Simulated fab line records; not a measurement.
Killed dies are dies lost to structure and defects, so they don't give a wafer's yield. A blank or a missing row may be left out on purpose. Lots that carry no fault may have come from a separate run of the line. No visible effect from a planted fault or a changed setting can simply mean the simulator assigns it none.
Which of the tools did it? -- flow gf180mcu -- 39 wafers from 13 lots sampled at 2 of the route's 602 steps

== WHAT THE GAUGES READ, wafer by wafer ==
GF_SAB_CD_MEAS_09 targets a cd of 420 nm.
lot,measured,on,cd nm (nm)
L228,day 16 01:19,cd sem-01,423.2 425.0 423.0
L229,day 16 02:16,cd sem-01,422.6 422.9 423.0
L230,day 16 06:40,cd sem-02,420.6 420.1 417.7
L231,day 16 21:25,cd sem-01,416.8 420.2 418.9
L232,day 17 09:28,cd sem-01,417.2 419.8 419.6
L234,day 17 20:29,cd sem-01,418.6 418.7 421.2
L239,day 19 10:13,cd sem-02,420.0 416.4 417.7
L244,day 21 07:58,cd sem-01,419.1 419.0 423.1
L245,day 21 11:13,cd sem-01,417.7 417.9 418.4
L246,day 21 17:10,cd sem-01,421.6 421.9 420.5
L248,day 22 15:00,cd sem-01,416.3 415.5 416.8
L249,day 22 18:40,cd sem-02,420.8 417.0 420.8
L250,day 22 23:31,cd sem-02,419.9 419.1 419.6

== WHICH TOOL RAN EACH LOT (tool, then ch and the chambers of the sampled wafers, then the start) ==
lot,GF_HV_LDD_ETCHBACK_58
L228,"rie diel-01 ch 0,1, day 13 07:55"
L229,"rie diel-01 ch 0,1, day 13 09:50"
L230,"rie diel-02 ch 0,1,2, day 13 13:47"
L231,"rie diel-02 ch 1,2,3, day 14 04:08"
L232,"rie diel-02 ch 1,2,3, day 14 14:50"
L234,"rie diel-04 ch 1,3, day 15 00:10"
L239,"rie diel-01 ch 0,2, day 16 11:20"
L244,"rie diel-02 ch 2,3, day 18 06:49"
L245,"rie diel-02 ch 1,2,3, day 18 09:56"
L246,"rie diel-01 ch 0,2,3, day 18 18:13"
L248,"rie diel-04 ch 0,2,3, day 19 15:23"
L249,"rie diel-04 ch 0,1,2, day 19 19:01"
L250,"rie diel-04 ch 2,3, day 20 00:26"
- GF_HV_LDD_ETCHBACK_58: etches Si3N4 in CH3F/O2, stops on SiO2, time 100 s, target depth 90 nm.

== AS READ BY THE TOOLS THEMSELVES (means over the sampled wafers that have a number; for cases with no such wafer, the mark the record gives instead) ==
GF_HV_LDD_ETCHBACK_58.
lot,tool,drypump motor current A (A),oes product au (a.u.),rf fwd power W (W),throttle valve pct (%)
L228,rie diel-01,6.19,0.834,397.2,10.547
L229,rie diel-01,6.18,0.845,398.2,10.561
L230,rie diel-02,5.84,0.840,398.3,10.556
L231,rie diel-02,5.83,0.838,397.9,10.549
L232,rie diel-02,5.83,0.840,397.8,10.564
L234,rie diel-04,6.03,0.842,397.0,10.561
L239,rie diel-01,6.18,0.833,396.9,10.569
L244,rie diel-02,5.70,0.833,398.7,10.560
L245,rie diel-02,5.83,0.845,398.1,10.556
L246,rie diel-01,6.24,0.847,397.2,10.554
L248,rie diel-04,5.66,0.844,398.8,10.560
L249,rie diel-04,5.89,0.844,398.1,10.561
L250,rie diel-04,5.66,0.846,397.1,10.557

== THE ANSWER, worked out from the rows above alone ==
Rule: the lots themselves supply what counts as usual. Put in order of their means at a reading, lots are off if they are a third of the lots or fewer, leave a main group of 4 or more, and stand apart from it by a gap of 3 or more times the standard deviation of the main group's means; of several such gaps the widest counts. If all means in a main group match to the digits the tables above print for the reading, that group is not used. A lot without any number at a reading at which 4 lots or more have one is off too. All remaining lots with rows at the step are treated as sound. First the gauges in route order, then the tools' own readings, where a lot's mean is used as printed above. The first step at which some lot is off is used, and at that step the reading that is off furthest; a lot without a number counts as furthest.
Nothing can be told from this: no lot is off at any reading shown.

== WHAT THE SIMULATOR HAD PUT IN ==
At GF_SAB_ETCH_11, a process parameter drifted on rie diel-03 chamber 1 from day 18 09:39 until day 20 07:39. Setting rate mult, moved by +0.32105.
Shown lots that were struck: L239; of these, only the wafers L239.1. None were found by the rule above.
